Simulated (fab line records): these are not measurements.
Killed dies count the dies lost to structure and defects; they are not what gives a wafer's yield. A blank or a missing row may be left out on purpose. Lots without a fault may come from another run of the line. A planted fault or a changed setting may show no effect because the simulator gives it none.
2 desks, one fault :: flow gf180mcu :: numbers are kept per desk, each desk with only its own; the story behind them comes last

FOR THE TOOL OWNER'S DESK: hdpcvd-02
The tool's own readings at GF_CONTACT_CVD_00 (deposits SiO2, target thk 300 nm, time 50 s): means of the sampled wafers that have a number, for each lot that ran on this tool. Any lot whose mean is over 4 standard deviations away from the usual mean is out of limits and marked OUT; that distance is given in the brackets.
Columns: A = sih4FlowSccm at GF_CONTACT_CVD_00, usual 60.00 sccm; B = susceptorTempC at GF_CONTACT_CVD_00, usual 399.98 C
lot: L838
first seen here: day 16 00:51
A: 59.89
B: 399.85

lot: L844
first seen here: day 17 20:34
A: 60.14
B: 399.79

lot: L850
first seen here: day 20 00:19
A: 67.91 (+44) OUT
B: 400.02

lot: L851
first seen here: day 20 07:50
A: 63.98 (+22) OUT
B: 399.89

lot: L852
first seen here: day 20 14:07
A: 67.98 (+44) OUT
B: 399.96

lot: L857
first seen here: day 23 04:20
A: 59.97
B: 400.18

lot: L859
first seen here: day 23 11:25
A: 60.03
B: 399.88
This desk's verdict: out of limits on L850, L851, L852, starting with L850 at day 20 00:19 (sih4FlowSccm at GF_CONTACT_CVD_00). L838, L844, L857, L859 stayed within limits.

AT THE METROLOGY DESK
Lot by lot, what the gauges showed, no matter which tool ran the lot: averages of those sampled wafers that carry a number. Any lot whose mean is over 4 standard deviations away from the usual mean is out of limits and marked OUT; that distance is given in the brackets.
Columns: A = CONTACT_CVD_00_THK at GF_CONTACT_THK_MEAS_01, usual 301.1 nm
lot: L836
first seen here: day 15 07:14
A: 299.6

lot: L838
first seen here: day 16 00:54
A: 301.6

lot: L841
first seen here: day 16 18:49
A: 298.0

lot: L842
first seen here: day 17 03:39
A: 300.9

lot: L844
first seen here: day 17 20:38
A: 303.6

lot: L850
first seen here: day 20 00:22
A: 341.9 (+15) OUT

lot: L851
first seen here: day 20 07:53
A: 324.4 (+8.6) OUT

lot: L852
first seen here: day 20 14:09
A: 344.6 (+16) OUT

lot: L856
first seen here: day 22 14:31
A: 295.7

lot: L858
first seen here: day 23 01:42
A: 299.8

lot: L857
first seen here: day 23 04:23
A: 304.1

lot: L859
first seen here: day 23 11:27
A: 300.4
Per this desk, out of limits: L850, L851, L852; the first was L850, day 20 00:22 (CONTACT_CVD_00_THK at GF_CONTACT_THK_MEAS_01). L836, L838, L841, L842, L844, L856, L858, L857, L859 stayed within limits.

ALL TOGETHER
An alarm could have come from the tool owner's desk at day 20 00:19, on L850, L851, L852.
L850, L851, L852 would have let the metrology desk raise an alarm at day 20 00:22.
Of the lots named, all ran GF_CONTACT_CVD_00 on hdpcvd-02.

WHAT THE SIMULATOR HAD INSERTED
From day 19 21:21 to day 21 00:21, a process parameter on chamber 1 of hdpcvd-02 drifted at GF_CONTACT_CVD_00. Setting sih4FlowSccm shifted by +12 from 60. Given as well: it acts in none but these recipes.
Struck lots among those shown: L850, L851, L852.
Time in hours from fault onset to the first out-of-limits reading at each desk: tool owner's desk 3, metrology desk 3.
